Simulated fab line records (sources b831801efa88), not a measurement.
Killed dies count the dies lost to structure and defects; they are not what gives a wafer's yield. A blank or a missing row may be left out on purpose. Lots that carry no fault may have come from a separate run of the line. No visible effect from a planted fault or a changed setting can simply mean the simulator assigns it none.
Which tool is to blame? | flow gf180mcu | 10 lots, 30 wafers sampled, at 5 steps of a route of 602

== WHAT THE GAUGES SHOWED, per wafer ==
GF_MIM_RS_MEAS_10: measurement is done with a four-point probe.
lot  | measured     | on            | MIM_ALCU_RS (ohm/sq)
L497 | day 25 01:37 | film_metro-01 | 0.1591 0.1565 0.1611
L498 | day 25 02:00 | film_metro-04 | 0.1612 0.1606 0.1604
L499 | day 25 11:59 | film_metro-01 | 0.1609 0.1634 0.1616
L500 | day 25 22:19 | film_metro-02 | 0.1590 0.1602 0.1584
L501 | day 26 04:48 | film_metro-04 | 0.1596 0.1587 0.1581
L502 | day 26 17:58 | film_metro-02 | 0.1596 0.1603 0.1598
L510 | day 29 00:47 | film_metro-02 | 0.1589 0.1693 0.1592
L511 | day 29 06:59 | film_metro-02 | 0.1686 0.1589 0.1563
L517 | day 30 23:44 | film_metro-04 | 0.1619 0.1612 0.1632
L519 | day 31 13:40 | film_metro-04 | 0.1594 0.1592 0.1609

== EACH LOT AND THE TOOL THAT RAN IT (in order: tool; ch and the chambers of the sampled wafers; start) ==
lot  | GF_V4_SPUTTER_22             | GF_MIM_SPUTTER_02            | GF_MIM_SPUTTER_04            | GF_MIM_SPUTTER_08
L497 | pvd_sputter-04, day 24 22:19 | pvd_sputter-03, day 25 01:17 | pvd_sputter-03, day 25 01:20 | pvd_sputter-03, day 25 01:30
L498 | pvd_sputter-02, day 25 00:30 | pvd_sputter-02, day 25 01:43 | pvd_sputter-02, day 25 01:46 | pvd_sputter-03, day 25 01:57
L499 | pvd_sputter-02, day 25 10:57 | pvd_sputter-01, day 25 11:43 | pvd_sputter-01, day 25 11:46 | pvd_sputter-03, day 25 11:56
L500 | pvd_sputter-04, day 25 21:14 | pvd_sputter-03, day 25 22:01 | pvd_sputter-03, day 25 22:04 | pvd_sputter-01, day 25 22:14
L501 | pvd_sputter-04, day 26 03:44 | pvd_sputter-03, day 26 04:30 | pvd_sputter-03, day 26 04:33 | pvd_sputter-01, day 26 04:43
L502 | pvd_sputter-03, day 26 16:55 | pvd_sputter-03, day 26 17:41 | pvd_sputter-03, day 26 17:44 | pvd_sputter-01, day 26 17:55
L510 | pvd_sputter-04, day 28 23:43 | pvd_sputter-02, day 29 00:29 | pvd_sputter-02, day 29 00:32 | pvd_sputter-01, day 29 00:43
L511 | pvd_sputter-03, day 29 05:56 | pvd_sputter-02, day 29 06:42 | pvd_sputter-02, day 29 06:45 | pvd_sputter-01, day 29 06:56
L517 | pvd_sputter-03, day 30 22:41 | pvd_sputter-01, day 30 23:27 | pvd_sputter-01, day 30 23:30 | pvd_sputter-03, day 30 23:41
L519 | pvd_sputter-03, day 31 12:35 | pvd_sputter-01, day 31 13:21 | pvd_sputter-01, day 31 13:24 | pvd_sputter-03, day 31 13:35
- GF_V4_SPUTTER_22: material TiN, target thk 10 nm, time 40 s.
- GF_MIM_SPUTTER_02: material AlCu, target thk 450 nm, time 23.9 s.
- GF_MIM_SPUTTER_04: material TiN, target thk 50 nm, time 41.7 s.
- GF_MIM_SPUTTER_08: material AlCu, target thk 200 nm, time 10.6 s.

== THE ANSWER, worked out from the rows above alone ==
Rule: what is usual is taken from the lots themselves. Put in order of their means at a reading, lots are off if they are a third of the lots or fewer, leave a main group of 4 or more, and stand apart from it by a gap of 3 or more times the standard deviation of the main group's means; of several such gaps the widest counts. The tables above print the reading to a certain number of digits; a main group whose means all agree to those digits is not used. A lot without any number at a reading at which 4 lots or more have one is off too. All remaining lots with rows at the step are treated as sound.
Across all readings shown, no lot is off: no conclusion can be drawn from this.

== WHAT THE SIMULATOR HAD PUT IN ==
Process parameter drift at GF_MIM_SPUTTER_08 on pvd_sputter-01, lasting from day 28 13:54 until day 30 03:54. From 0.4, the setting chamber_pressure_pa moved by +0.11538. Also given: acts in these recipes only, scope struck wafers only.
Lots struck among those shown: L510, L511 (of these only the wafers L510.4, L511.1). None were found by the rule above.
